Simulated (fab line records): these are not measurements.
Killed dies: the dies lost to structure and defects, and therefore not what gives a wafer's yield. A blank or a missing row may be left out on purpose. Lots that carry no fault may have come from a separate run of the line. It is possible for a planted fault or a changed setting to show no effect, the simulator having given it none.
Matching of chambers	flow sky130	SKY_VIA2_CMP_24 on cmp-02: 4 sister chambers
The step polishes, stops on SiO2, t overpolish 20 s, target thk 0 nm. 14 wafers are shown with their chamber, then 7 later ones without.

WAFERS PAIRED WITH THEIR CHAMBERS
wafer	chamber	motor current A (A)	retaining ring pressure frac	time to endpoint s (s)
L122.2	2	12.1	1.005	100.1
L122.5	2	12.2	1.006	103.3
L122.6	1	8.5	1.001	102.4
L123.1	1	8.7	0.995	102.0
L123.5	0	10.2	0.998	102.6
L123.6	3	11.4	0.997	104.5
L125.1	1	8.2	0.999	105.2
L125.4	3	10.8	0.997	104.5
L125.5	0	10.1	1.000	103.4
L130.2	0	11.3	1.003	103.5
L130.3	1	8.5	1.001	102.8
L130.5	1	8.5	1.004	103.7
L131.1	0	10.5	0.992	109.0
L131.5	3	11.3	0.998	107.9

SIGNATURES (averages over the wafers above)
reading	chamber 0	chamber 1	chamber 2	chamber 3	scatter within a chamber
motor current A	10.525	8.480	12.150	11.167	0.35
retaining ring pressure frac	0.99825	1.00000	1.00550	0.99733	0.00332
time to endpoint s	104.625	103.220	101.700	105.633	2.13
Rule: for a wafer and a chamber, the distance is found by dividing, reading by reading, the gap between the wafer's reading and the chamber's mean by the reading's scatter, squaring, summing and taking the root. The wafer belongs to the nearest chamber; if the next one is less than 2 further off, it can't be placed. The scatter: the root of (the sum of the squares of (reading less its chamber's mean) over the shown wafers, divided by (wafers less chambers)).

WAFERS WHOSE CHAMBER IS MISSING
wafer	motor current A (A)	retaining ring pressure frac	time to endpoint s (s)
L131.6	10.5	0.997	108.1
L141.1	12.2	1.006	101.7
L141.4	10.2	1.002	102.8
L141.6	10.7	1.005	101.3
L142.1	11.5	1.000	100.4
L142.4	10.2	0.994	99.9
L142.6	8.5	1.010	101.6

WHICH CHAMBER EACH WENT THROUGH
wafer	from the rows above	in truth
L131.6	can't be placed: 0 or 3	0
L141.1	2	2
L141.4	can't be placed: 0 or 3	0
L141.6	can't be placed: 0 or 3 or 2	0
L142.1	can't be placed: 2 or 3 or 0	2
L142.4	can't be placed: 0 or 3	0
L142.6	1	1
Placed correctly: 2 of 7. From these rows, 5 cannot be placed; in 5 the true chamber is one of the candidates. 0 placed wrongly.
